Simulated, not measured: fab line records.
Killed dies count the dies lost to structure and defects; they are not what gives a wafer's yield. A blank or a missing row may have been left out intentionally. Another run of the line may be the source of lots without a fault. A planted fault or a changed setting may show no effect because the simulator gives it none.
Which of the tools did it? :: flow sky130 :: Sampling: 24 lots, 72 wafers, 6 of 708 route steps

WHAT THE GAUGES SHOWED, per wafer
SKY_CAPM_THK_MEAS_04: measures by xrf. Usual: CAPM_TIN_THK typically reads 198.1 nm, with standard deviation 2.
lot: L074
measured: day 36 03:35
on: filmMetro-04
CAPM_TIN_THK (nm): 198.0 197.1 198.7
flag: 

lot: L075
measured: day 36 15:15
on: filmMetro-01
CAPM_TIN_THK (nm): 198.4 200.2 200.4
flag: 

lot: L076
measured: day 36 22:50
on: filmMetro-04
CAPM_TIN_THK (nm): 201.5 201.2 200.4
flag: 

lot: L077
measured: day 37 01:32
on: filmMetro-01
CAPM_TIN_THK (nm): 197.5 199.9 198.7
flag: 

lot: L078
measured: day 37 18:24
on: filmMetro-01
CAPM_TIN_THK (nm): 193.8 192.9 194.8
flag: 

lot: L079
measured: day 38 08:23
on: filmMetro-04
CAPM_TIN_THK (nm): 201.1 202.8 201.6
flag: 

lot: L081
measured: day 38 17:51
on: filmMetro-02
CAPM_TIN_THK (nm): 197.8 196.9 197.2
flag: 

lot: L080
measured: day 38 19:37
on: filmMetro-02
CAPM_TIN_THK (nm): 197.0 199.2 197.4
flag: 

lot: L082
measured: day 38 22:12
on: filmMetro-01
CAPM_TIN_THK (nm): 200.0 197.1 200.6
flag: 

lot: L083
measured: day 39 07:58
on: filmMetro-02
CAPM_TIN_THK (nm): 197.5 198.8 197.0
flag: 

lot: L085
measured: day 40 14:40
on: filmMetro-02
CAPM_TIN_THK (nm): 196.8 197.1 195.7
flag: 

lot: L086
measured: day 40 17:32
on: filmMetro-01
CAPM_TIN_THK (nm): 200.2 196.2 195.3
flag: 

lot: L084
measured: day 40 18:11
on: filmMetro-02
CAPM_TIN_THK (nm): 197.5 197.0 196.3
flag: 

lot: L087
measured: day 40 18:53
on: filmMetro-04
CAPM_TIN_THK (nm): 199.5 198.6 197.9
flag: 

lot: L088
measured: day 40 19:21
on: filmMetro-01
CAPM_TIN_THK (nm): 195.5 199.3 197.1
flag: 

lot: L089
measured: day 40 23:22
on: filmMetro-02
CAPM_TIN_THK (nm): 198.2 198.3 199.6
flag: 

lot: L090
measured: day 41 02:35
on: filmMetro-01
CAPM_TIN_THK (nm): 198.0 199.8 200.5
flag: 

lot: L091
measured: day 41 15:20
on: filmMetro-02
CAPM_TIN_THK (nm): 198.4 196.4 198.0
flag: 

lot: L092
measured: day 42 10:43
on: filmMetro-02
CAPM_TIN_THK (nm): 197.5 198.4 195.8
flag: 

lot: L093
measured: day 42 13:35
on: filmMetro-02
CAPM_TIN_THK (nm): 195.8 196.5 194.9
flag: 

lot: L094
measured: day 42 16:35
on: filmMetro-04
CAPM_TIN_THK (nm): 198.3 199.7 198.8
flag: 

lot: L095
measured: day 42 22:05
on: filmMetro-02
CAPM_TIN_THK (nm): 196.6 198.1 195.5
flag: 

lot: L096
measured: day 43 04:03
on: filmMetro-01
CAPM_TIN_THK (nm): 196.8 194.9 194.5
flag: 

lot: L097
measured: day 43 04:26
on: filmMetro-02
CAPM_TIN_THK (nm): 199.5 197.8 199.4
flag: 

SKY_CAP2M_OVL_MEAS_12. Usual: CAP2M_OVL typically reads 0.7 nm, with standard deviation 1.2.
lot: L074
measured: day 40 13:19
on: overlay-02
CAP2M_OVL (nm): -3.2 -0.4 -1.1
flag: 

lot: L075
measured: day 41 00:18
on: overlay-01
CAP2M_OVL (nm): 0.4 0.6 -0.2
flag: 

lot: L076
measured: day 41 05:30
on: overlay-02
CAP2M_OVL (nm): 2.4 1.4 2.0
flag: 

lot: L077
measured: day 41 08:54
on: overlay-01
CAP2M_OVL (nm): 2.5 2.1 0.8
flag: 

lot: L078
measured: day 41 23:52
on: overlay-02
CAP2M_OVL (nm): -0.6 1.7 -0.5
flag: 

lot: L079
measured: day 42 12:00
on: overlay-02
CAP2M_OVL (nm): 1.9 2.3 1.1
flag: 

lot: L081
measured: day 42 20:40
on: overlay-02
CAP2M_OVL (nm): -0.3 2.5 0.2
flag: 

lot: L080
measured: day 42 23:28
on: overlay-02
CAP2M_OVL (nm): -1.7 -2.4 -1.4
flag: 

lot: L082
measured: day 43 02:45
on: overlay-01
CAP2M_OVL (nm): 0.3 0.8 0.4
flag: 

lot: L083
measured: day 43 12:31
on: overlay-01
CAP2M_OVL (nm): 1.2 1.3 2.3
flag: 

lot: L085
measured: day 44 15:01
on: overlay-02
CAP2M_OVL (nm): -1.1 -0.8 -0.8
flag: 

lot: L086
measured: day 44 17:30
on: overlay-01
CAP2M_OVL (nm): 1.6 1.2 0.1
flag: 

lot: L084
measured: day 44 18:37
on: overlay-01
CAP2M_OVL (nm): -0.5 3.0 2.1
flag: 

lot: L087
measured: day 44 20:24
on: overlay-02
CAP2M_OVL (nm): 0.8 0.7 1.6
flag: 

lot: L088
measured: day 44 20:43
on: overlay-01
CAP2M_OVL (nm): 2.0 1.1 0.8
flag: 

lot: L089
measured: day 44 22:06
on: overlay-02
CAP2M_OVL (nm): 2.8 1.7 1.6
flag: 

lot: L090
measured: day 45 02:58
on: overlay-02
CAP2M_OVL (nm): 1.1 1.1 0.6
flag: 

lot: L091
measured: day 45 18:16
on: overlay-01
CAP2M_OVL (nm): 0.3 1.0 0.7
flag: 

lot: L092
measured: day 46 06:01
on: overlay-01
CAP2M_OVL (nm): 0.8 1.5 -0.3
flag: 

lot: L093
measured: day 46 09:03
on: overlay-01
CAP2M_OVL (nm): -1.5 -0.9 -0.4
flag: 

lot: L094
measured: day 46 11:19
on: overlay-02
CAP2M_OVL (nm): -0.1 0.4 1.0
flag: 

lot: L095
measured: day 46 15:45
on: overlay-01
CAP2M_OVL (nm): 1.2 3.0 2.0
flag: 

lot: L096
measured: day 46 22:01
on: overlay-01
CAP2M_OVL (nm): -0.5 0.0 2.1
flag: 

lot: L097
measured: day 46 22:22
on: overlay-01
CAP2M_OVL (nm): 0.1 1.1 0.5
flag: 

EACH LOT AND THE TOOL THAT RAN IT (in order: tool; ch and the chambers of the sampled wafers; start)
lot: L074
SKY_VIA3_ETCH_15: rieDiel-03 ch 1,3, day 39 10:48
SKY_VIA3_CVD_21: cvdW-01 ch 0,1, day 39 11:31
SKY_VIA3_CMP_24: cmp-01 ch 0,2,3, day 39 11:53
SKY_METAL4_SPUTTER_02: pvdSputter-02, day 39 12:11

lot: L075
SKY_VIA3_ETCH_15: rieDiel-04 ch 0,1,3, day 39 22:24
SKY_VIA3_CVD_21: cvdW-01 ch 0,1, day 39 23:09
SKY_VIA3_CMP_24: cmp-01 ch 0,2,3, day 39 23:27
SKY_METAL4_SPUTTER_02: pvdSputter-03, day 39 23:48

lot: L076
SKY_VIA3_ETCH_15: rieDiel-03 ch 0,1, day 40 03:57
SKY_VIA3_CVD_21: cvdW-01 ch 0,1, day 40 04:40
SKY_VIA3_CMP_24: cmp-01 ch 0,1,3, day 40 05:07
SKY_METAL4_SPUTTER_02: pvdSputter-03, day 40 05:19

lot: L077
SKY_VIA3_ETCH_15: rieDiel-04 ch 0,1, day 40 06:54
SKY_VIA3_CVD_21: cvdW-01 ch 0,1, day 40 07:37
SKY_VIA3_CMP_24: cmp-01 ch 0,1, day 40 07:58
SKY_METAL4_SPUTTER_02: pvdSputter-03, day 40 08:16

lot: L078
SKY_VIA3_ETCH_15: rieDiel-01 ch 0,1,2, day 40 23:09
SKY_VIA3_CVD_21: cvdW-01 ch 0,1, day 40 23:56
SKY_VIA3_CMP_24: cmp-01 ch 0,3, day 41 00:12
SKY_METAL4_SPUTTER_02: pvdSputter-04, day 41 00:32

lot: L079
SKY_VIA3_ETCH_15: rieDiel-04 ch 1,2,3, day 41 11:45
SKY_VIA3_CVD_21: cvdW-01 ch 0,1, day 41 12:29
SKY_VIA3_CMP_24: cmp-02 ch 0,1,3, day 41 12:47
SKY_METAL4_SPUTTER_02: pvdSputter-03, day 41 13:08

lot: L081
SKY_VIA3_ETCH_15: rieDiel-01 ch 0,2, day 41 20:06
SKY_VIA3_CVD_21: cvdW-02 ch 0,1, day 41 20:51
SKY_VIA3_CMP_24: cmp-01 ch 1,2, day 41 21:09
SKY_METAL4_SPUTTER_02: pvdSputter-04, day 41 21:30

lot: L080
SKY_VIA3_ETCH_15: rieDiel-01 ch 0,2, day 41 22:42
SKY_VIA3_CVD_21: cvdW-01 ch 0,1, day 41 23:28
SKY_VIA3_CMP_24: cmp-02 ch 0,1,2, day 41 23:49
SKY_METAL4_SPUTTER_02: pvdSputter-04, day 42 00:07

lot: L082
SKY_VIA3_ETCH_15: rieDiel-04 ch 0,1,2, day 42 02:18
SKY_VIA3_CVD_21: cvdW-01 ch 0,1, day 42 03:06
SKY_VIA3_CMP_24: cmp-02 ch 0,2,3, day 42 03:27
SKY_METAL4_SPUTTER_02: pvdSputter-03, day 42 03:45

lot: L083
SKY_VIA3_ETCH_15: rieDiel-01 ch 0,2, day 42 11:06
SKY_VIA3_CVD_21: cvdW-02 ch 0,1, day 42 11:52
SKY_VIA3_CMP_24: cmp-01 ch 2,3, day 42 12:13
SKY_METAL4_SPUTTER_02: pvdSputter-02, day 42 12:31

lot: L085
SKY_VIA3_ETCH_15: rieDiel-04 ch 0,2,3, day 43 14:39
SKY_VIA3_CVD_21: cvdW-01 ch 0,1, day 43 15:22
SKY_VIA3_CMP_24: cmp-01 ch 0,2,3, day 43 15:40
SKY_METAL4_SPUTTER_02: pvdSputter-03, day 43 16:01

lot: L086
SKY_VIA3_ETCH_15: rieDiel-01 ch 0,1,3, day 43 17:42
SKY_VIA3_CVD_21: cvdW-02 ch 0,1, day 43 18:32
SKY_VIA3_CMP_24: cmp-02 ch 0,2, day 43 18:50
SKY_METAL4_SPUTTER_02: pvdSputter-03, day 43 19:11

lot: L084
SKY_VIA3_ETCH_15: rieDiel-04 ch 0,3, day 43 19:00
SKY_VIA3_CVD_21: cvdW-01 ch 0,1, day 43 19:50
SKY_VIA3_CMP_24: cmp-02 ch 1,2,3, day 43 20:12
SKY_METAL4_SPUTTER_02: pvdSputter-03, day 43 20:28

lot: L087
SKY_VIA3_ETCH_15: rieDiel-03 ch 0,1,2, day 43 20:24
SKY_VIA3_CVD_21: cvdW-02 ch 0,1, day 43 21:08
SKY_VIA3_CMP_24: cmp-02 ch 1,2,3, day 43 21:26
SKY_METAL4_SPUTTER_02: pvdSputter-03, day 43 21:47

lot: L088
SKY_VIA3_ETCH_15: rieDiel-01 ch 0,1,2, day 43 20:31
SKY_VIA3_CVD_21: cvdW-01 ch 0,1, day 43 21:35
SKY_VIA3_CMP_24: cmp-02 ch 1,3, day 43 21:56
SKY_METAL4_SPUTTER_02: pvdSputter-02, day 43 22:14

lot: L089
SKY_VIA3_ETCH_15: rieDiel-04 ch 2,3, day 43 22:48
SKY_VIA3_CVD_21: cvdW-02 ch 1, day 43 23:33
SKY_VIA3_CMP_24: cmp-01 ch 0,1, day 43 23:52
SKY_METAL4_SPUTTER_02: pvdSputter-03, day 44 00:12

lot: L090
SKY_VIA3_ETCH_15: rieDiel-04 ch 1,3, day 44 03:15
SKY_VIA3_CVD_21: cvdW-02 ch 0,1, day 44 04:01
SKY_VIA3_CMP_24: cmp-02 ch 0,2,3, day 44 04:25
SKY_METAL4_SPUTTER_02: pvdSputter-02, day 44 04:40

lot: L091
SKY_VIA3_ETCH_15: rieDiel-04 ch 1,2,3, day 44 13:30
SKY_VIA3_CVD_21: cvdW-02 ch 0, day 44 14:34
SKY_VIA3_CMP_24: cmp-01 ch 0,1,2, day 44 14:52
SKY_METAL4_SPUTTER_02: pvdSputter-03, day 44 15:13

lot: L092
SKY_VIA3_ETCH_15: rieDiel-03 ch 0,2, day 45 08:21
SKY_VIA3_CVD_21: cvdW-02 ch 0,1, day 45 09:08
SKY_VIA3_CMP_24: cmp-02 ch 1,2,3, day 45 09:27
SKY_METAL4_SPUTTER_02: pvdSputter-04, day 45 09:45

lot: L093
SKY_VIA3_ETCH_15: rieDiel-04 ch 1,2,3, day 45 10:57
SKY_VIA3_CVD_21: cvdW-02 ch 0,1, day 45 11:40
SKY_VIA3_CMP_24: cmp-01 ch 0,1,2, day 45 12:04
SKY_METAL4_SPUTTER_02: pvdSputter-02, day 45 12:19

lot: L094
SKY_VIA3_ETCH_15: rieDiel-04 ch 1,2,3, day 45 13:42
SKY_VIA3_CVD_21: cvdW-02 ch 0,1, day 45 14:27
SKY_VIA3_CMP_24: cmp-02 ch 0,1,2, day 45 14:46
SKY_METAL4_SPUTTER_02: pvdSputter-04, day 45 15:04

lot: L095
SKY_VIA3_ETCH_15: rieDiel-04 ch 1,2,3, day 45 17:48
SKY_VIA3_CVD_21: cvdW-02 ch 0,1, day 45 18:31
SKY_VIA3_CMP_24: cmp-01 ch 0,1,3, day 45 18:49
SKY_METAL4_SPUTTER_02: pvdSputter-04, day 45 19:10

lot: L096
SKY_VIA3_ETCH_15: rieDiel-01 ch 0,1,2, day 46 00:12
SKY_VIA3_CVD_21: cvdW-02 ch 0,1, day 46 00:55
SKY_VIA3_CMP_24: cmp-02 ch 1,2,3, day 46 01:13
SKY_METAL4_SPUTTER_02: pvdSputter-02, day 46 01:34

lot: L097
SKY_VIA3_ETCH_15: rieDiel-04 ch 1,2,3, day 46 00:37
SKY_VIA3_CVD_21: cvdW-01 ch 0,1, day 46 01:20
SKY_VIA3_CMP_24: cmp-01 ch 0,1, day 46 01:41
SKY_METAL4_SPUTTER_02: pvdSputter-04, day 46 01:59
- SKY_VIA3_ETCH_15: etches SiO2 in C4F8/O2/Ar, stops on TiN, target depth 507 nm, time 78 s.
- SKY_VIA3_CVD_21: deposits W, target thk 390 nm, time 117.31 s.
- SKY_VIA3_CMP_24: polishes, stops on SiO2, t overpolish 20 s, target thk 0 nm.
- SKY_METAL4_SPUTTER_02: material AlCu, target thk 735 nm, time 39.1 s.

AS READ BY THE TOOLS THEMSELVES (means over the sampled wafers that have a number; for cases with no such wafer, the mark the record gives instead)
SKY_VIA3_ETCH_15. Usual: chamberPressureMTorr 40.00 mTorr, standard deviation 0.036; oesProductAu 0.946 a.u., standard deviation 0.0042.
lot: L074
tool: rieDiel-03
chamberPressureMTorr (mTorr): 40.02
oesProductAu (a.u.): 0.949
flag: 

lot: L075
tool: rieDiel-04
chamberPressureMTorr (mTorr): 39.97
oesProductAu (a.u.): 0.950
flag: 

lot: L076
tool: rieDiel-03
chamberPressureMTorr (mTorr): 40.00
oesProductAu (a.u.): 0.944
flag: 

lot: L077
tool: rieDiel-04
chamberPressureMTorr (mTorr): 40.01
oesProductAu (a.u.): 0.949
flag: 

lot: L078
tool: rieDiel-01
chamberPressureMTorr (mTorr): 39.99
oesProductAu (a.u.): 0.950
flag: 

lot: L079
tool: rieDiel-04
chamberPressureMTorr (mTorr): 39.99
oesProductAu (a.u.): 0.944
flag: 

lot: L081
tool: rieDiel-01
chamberPressureMTorr (mTorr): 39.99
oesProductAu (a.u.): 0.943
flag: 

lot: L080
tool: rieDiel-01
chamberPressureMTorr (mTorr): 40.00
oesProductAu (a.u.): 0.949
flag: 

lot: L082
tool: rieDiel-04
chamberPressureMTorr (mTorr): 40.03
oesProductAu (a.u.): 0.948
flag: 

lot: L083
tool: rieDiel-01
chamberPressureMTorr (mTorr): 40.00
oesProductAu (a.u.): 0.945
flag: 

lot: L085
tool: rieDiel-04
chamberPressureMTorr (mTorr): 40.03
oesProductAu (a.u.): 0.947
flag: 

lot: L086
tool: rieDiel-01
chamberPressureMTorr (mTorr): 40.00
oesProductAu (a.u.): 0.947
flag: 

lot: L084
tool: rieDiel-04
chamberPressureMTorr (mTorr): 40.00
oesProductAu (a.u.): 0.947
flag: 

lot: L087
tool: rieDiel-03
chamberPressureMTorr (mTorr): 40.02
oesProductAu (a.u.): 0.946
flag: 

lot: L088
tool: rieDiel-01
chamberPressureMTorr (mTorr): 40.01
oesProductAu (a.u.): 0.943
flag: 

lot: L089
tool: rieDiel-04
chamberPressureMTorr (mTorr): 40.02
oesProductAu (a.u.): 0.945
flag: 

lot: L090
tool: rieDiel-04
chamberPressureMTorr (mTorr): 40.00
oesProductAu (a.u.): 0.950
flag: 

lot: L091
tool: rieDiel-04
chamberPressureMTorr (mTorr): 40.03
oesProductAu (a.u.): 0.941
flag: 

lot: L092
tool: rieDiel-03
chamberPressureMTorr (mTorr): 40.00
oesProductAu (a.u.): 0.944
flag: 

lot: L093
tool: rieDiel-04
chamberPressureMTorr (mTorr): 39.97
oesProductAu (a.u.): 0.946
flag: 

lot: L094
tool: rieDiel-04
chamberPressureMTorr (mTorr): 39.96
oesProductAu (a.u.): 0.949
flag: 

lot: L095
tool: rieDiel-04
chamberPressureMTorr (mTorr): 39.99
oesProductAu (a.u.): 0.943
flag: 

lot: L096
tool: rieDiel-01
chamberPressureMTorr (mTorr): 40.02
oesProductAu (a.u.): 0.950
flag: 

lot: L097
tool: rieDiel-04
chamberPressureMTorr (mTorr): 40.04
oesProductAu (a.u.): 0.944
flag: 

SKY_VIA3_CVD_21. Usual: heaterPowerW reads 822 W (standard deviation 97).
lot: L074
tool: cvdW-01
heaterPowerW (W): 863
flag: 

lot: L075
tool: cvdW-01
heaterPowerW (W): 777
flag: 

lot: L076
tool: cvdW-01
heaterPowerW (W): 783
flag: 

lot: L077
tool: cvdW-01
heaterPowerW (W): 871
flag: 

lot: L078
tool: cvdW-01
heaterPowerW (W): 873
flag: 

lot: L079
tool: cvdW-01
heaterPowerW (W): 867
flag: 

lot: L081
tool: cvdW-02
heaterPowerW (W): 798
flag: 

lot: L080
tool: cvdW-01
heaterPowerW (W): 786
flag: 

lot: L082
tool: cvdW-01
heaterPowerW (W): 792
flag: 

lot: L083
tool: cvdW-02
heaterPowerW (W): 823
flag: 

lot: L085
tool: cvdW-01
heaterPowerW (W): 787
flag: 

lot: L086
tool: cvdW-02
heaterPowerW (W): 784
flag: 

lot: L084
tool: cvdW-01
heaterPowerW (W): 879
flag: 

lot: L087
tool: cvdW-02
heaterPowerW (W): 831
flag: 

lot: L088
tool: cvdW-01
heaterPowerW (W): 881
flag: 

lot: L089
tool: cvdW-02
heaterPowerW (W): 845
flag: 

lot: L090
tool: cvdW-02
heaterPowerW (W): 798
flag: 

lot: L091
tool: cvdW-02
heaterPowerW (W): 783
flag: 

lot: L092
tool: cvdW-02
heaterPowerW (W): 808
flag: 

lot: L093
tool: cvdW-02
heaterPowerW (W): 806
flag: 

lot: L094
tool: cvdW-02
heaterPowerW (W): 806
flag: 

lot: L095
tool: cvdW-02
heaterPowerW (W): 805
flag: 

lot: L096
tool: cvdW-02
heaterPowerW (W): 810
flag: 

lot: L097
tool: cvdW-01
heaterPowerW (W): 791
flag: 

SKY_VIA3_CMP_24. Usual: motorCurrentA 11.0 A, standard deviation 1.1; overpolishRunS 20.000 s, standard deviation 0.0084; retainingRingPressureFrac 1.000, standard deviation 0.0047; slurryFlowMlMin 150.0, standard deviation 0.49; timeToEndpointS 97 s, standard deviation 3.3.
lot: L074
tool: cmp-01
motorCurrentA (A): 11.6
overpolishRunS (s): 20.005
retainingRingPressureFrac: 1.002
slurryFlowMlMin: 149.1
timeToEndpointS (s): 100
flag: 

lot: L075
tool: cmp-01
motorCurrentA (A): 11.4
overpolishRunS (s): 20.003
retainingRingPressureFrac: 0.998
slurryFlowMlMin: 150.0
timeToEndpointS (s): 102
flag: 

lot: L076
tool: cmp-01
motorCurrentA (A): 10.9
overpolishRunS (s): 20.000
retainingRingPressureFrac: 0.998
slurryFlowMlMin: 149.5
timeToEndpointS (s): 98
flag: 

lot: L077
tool: cmp-01
motorCurrentA (A): 10.6
overpolishRunS (s): 20.002
retainingRingPressureFrac: 0.997
slurryFlowMlMin: 149.6
timeToEndpointS (s): 99
flag: 

lot: L078
tool: cmp-01
motorCurrentA (A): 11.5
overpolishRunS (s): 20.005
retainingRingPressureFrac: 0.995
slurryFlowMlMin: 150.4
timeToEndpointS (s): 99
flag: 

lot: L079
tool: cmp-02
motorCurrentA (A): 10.8
overpolishRunS (s): 19.993
retainingRingPressureFrac: 0.999
slurryFlowMlMin: 150.0
timeToEndpointS (s): 96
flag: 

lot: L081
tool: cmp-01
motorCurrentA (A): 10.8
overpolishRunS (s): 20.005
retainingRingPressureFrac: 1.001
slurryFlowMlMin: 149.9
timeToEndpointS (s): 92
flag: 

lot: L080
tool: cmp-02
motorCurrentA (A): 10.0
overpolishRunS (s): 19.993
retainingRingPressureFrac: 1.001
slurryFlowMlMin: 149.9
timeToEndpointS (s): 93
flag: 

lot: L082
tool: cmp-02
motorCurrentA (A): 10.8
overpolishRunS (s): 20.001
retainingRingPressureFrac: 1.002
slurryFlowMlMin: 150.2
timeToEndpointS (s): 97
flag: 

lot: L083
tool: cmp-01
motorCurrentA (A): 12.3
overpolishRunS (s): 20.002
retainingRingPressureFrac: 1.001
slurryFlowMlMin: 150.0
timeToEndpointS (s): 91
flag: 

lot: L085
tool: cmp-01
motorCurrentA (A): 11.4
overpolishRunS (s): 19.996
retainingRingPressureFrac: 1.003
slurryFlowMlMin: 149.8
timeToEndpointS (s): 92
flag: 

lot: L086
tool: cmp-02
motorCurrentA (A): 9.9
overpolishRunS (s): 19.995
retainingRingPressureFrac: 1.000
slurryFlowMlMin: 150.3
timeToEndpointS (s): 98
flag: 

lot: L084
tool: cmp-02
motorCurrentA (A): 11.5
overpolishRunS (s): 20.006
retainingRingPressureFrac: 1.006
slurryFlowMlMin: 149.8
timeToEndpointS (s): 101
flag: 

lot: L087
tool: cmp-02
motorCurrentA (A): 11.4
overpolishRunS (s): 19.996
retainingRingPressureFrac: 1.002
slurryFlowMlMin: 149.9
timeToEndpointS (s): 97
flag: 

lot: L088
tool: cmp-02
motorCurrentA (A): 12.0
overpolishRunS (s): 19.996
retainingRingPressureFrac: 1.001
slurryFlowMlMin: 149.6
timeToEndpointS (s): 99
flag: 

lot: L089
tool: cmp-01
motorCurrentA (A): 10.7
overpolishRunS (s): 19.998
retainingRingPressureFrac: 1.003
slurryFlowMlMin: 149.4
timeToEndpointS (s): 96
flag: 

lot: L090
tool: cmp-02
motorCurrentA (A): 10.9
overpolishRunS (s): 19.999
retainingRingPressureFrac: 0.998
slurryFlowMlMin: 150.6
timeToEndpointS (s): 94
flag: 

lot: L091
tool: cmp-01
motorCurrentA (A): 11.4
overpolishRunS (s): 19.999
retainingRingPressureFrac: 0.999
slurryFlowMlMin: 149.6
timeToEndpointS (s): 96
flag: 

lot: L092
tool: cmp-02
motorCurrentA (A): 10.9
overpolishRunS (s): 20.004
retainingRingPressureFrac: 0.998
slurryFlowMlMin: 149.9
timeToEndpointS (s): 96
flag: 

lot: L093
tool: cmp-01
motorCurrentA (A): 11.4
overpolishRunS (s): 20.001
retainingRingPressureFrac: 0.997
slurryFlowMlMin: 150.2
timeToEndpointS (s): 100
flag: 

lot: L094
tool: cmp-02
motorCurrentA (A): 10.1
overpolishRunS (s): 20.007
retainingRingPressureFrac: 0.999
slurryFlowMlMin: 149.8
timeToEndpointS (s): 93
flag: 

lot: L095
tool: cmp-01
motorCurrentA (A): 10.9
overpolishRunS (s): 20.004
retainingRingPressureFrac: 1.000
slurryFlowMlMin: 150.1
timeToEndpointS (s): 97
flag: 

lot: L096
tool: cmp-02
motorCurrentA (A): 11.3
overpolishRunS (s): 19.991
retainingRingPressureFrac: 0.999
slurryFlowMlMin: 149.8
timeToEndpointS (s): 96
flag: 

lot: L097
tool: cmp-01
motorCurrentA (A): 10.4
overpolishRunS (s): 19.999
retainingRingPressureFrac: 1.002
slurryFlowMlMin: 150.6
timeToEndpointS (s): 96
flag: 

SKY_METAL4_SPUTTER_02. Usual: throttleValvePct reads 30.3 % (standard deviation 0.86).
lot: L074
tool: pvdSputter-02
throttleValvePct (%): 30.0
flag: 

lot: L075
tool: pvdSputter-03
throttleValvePct (%): 30.2
flag: 

lot: L076
tool: pvdSputter-03
throttleValvePct (%): 30.8
flag: 

lot: L077
tool: pvdSputter-03
throttleValvePct (%): 30.1
flag: 

lot: L078
tool: pvdSputter-04
throttleValvePct (%): 30.8
flag: 

lot: L079
tool: pvdSputter-03
throttleValvePct (%): 30.3
flag: 

lot: L081
tool: pvdSputter-04
throttleValvePct (%): 30.4
flag: 

lot: L080
tool: pvdSputter-04
throttleValvePct (%): 29.9
flag: 

lot: L082
tool: pvdSputter-03
throttleValvePct (%): 30.1
flag: 

lot: L083
tool: pvdSputter-02
throttleValvePct (%): 30.1
flag: 

lot: L085
tool: pvdSputter-03
throttleValvePct (%): 29.4
flag: 

lot: L086
tool: pvdSputter-03
throttleValvePct (%): 30.3
flag: 

lot: L084
tool: pvdSputter-03
throttleValvePct (%): 30.1
flag: 

lot: L087
tool: pvdSputter-03
throttleValvePct (%): 29.7
flag: 

lot: L088
tool: pvdSputter-02
throttleValvePct (%): 30.1
flag: 

lot: L089
tool: pvdSputter-03
throttleValvePct (%): 30.3
flag: 

lot: L090
tool: pvdSputter-02
throttleValvePct (%): 30.9
flag: 

lot: L091
tool: pvdSputter-03
throttleValvePct (%): 30.2
flag: 

lot: L092
tool: pvdSputter-04
throttleValvePct (%): 28.9
flag: 

lot: L093
tool: pvdSputter-02
throttleValvePct (%): 30.9
flag: 

lot: L094
tool: pvdSputter-04
throttleValvePct (%): 30.7
flag: 

lot: L095
tool: pvdSputter-04
throttleValvePct (%): 30.9
flag: 

lot: L096
tool: pvdSputter-02
throttleValvePct (%): 30.5
flag: 

lot: L097
tool: pvdSputter-04
throttleValvePct (%): 31.0
flag: 

THE ANSWER, worked out from the rows above alone
Rule: a lot counts as off when the mean over its wafers that have a number is more than 3 standard deviations away from the usual mean. Also off: a lot with no number at a reading for which 4 or more lots have one. Where the step has rows for the other lots, those lots are counted as sound. The gauges are gone through in route order, then the tools' own readings, and for those a lot's mean is taken as printed above. The first step at which some lot is off is used, and at that step the reading that is off furthest; a lot without a number counts as furthest.
None of the lots is off at any reading shown; this tells nothing.

WHAT HAD BEEN PUT IN BY THE SIMULATOR
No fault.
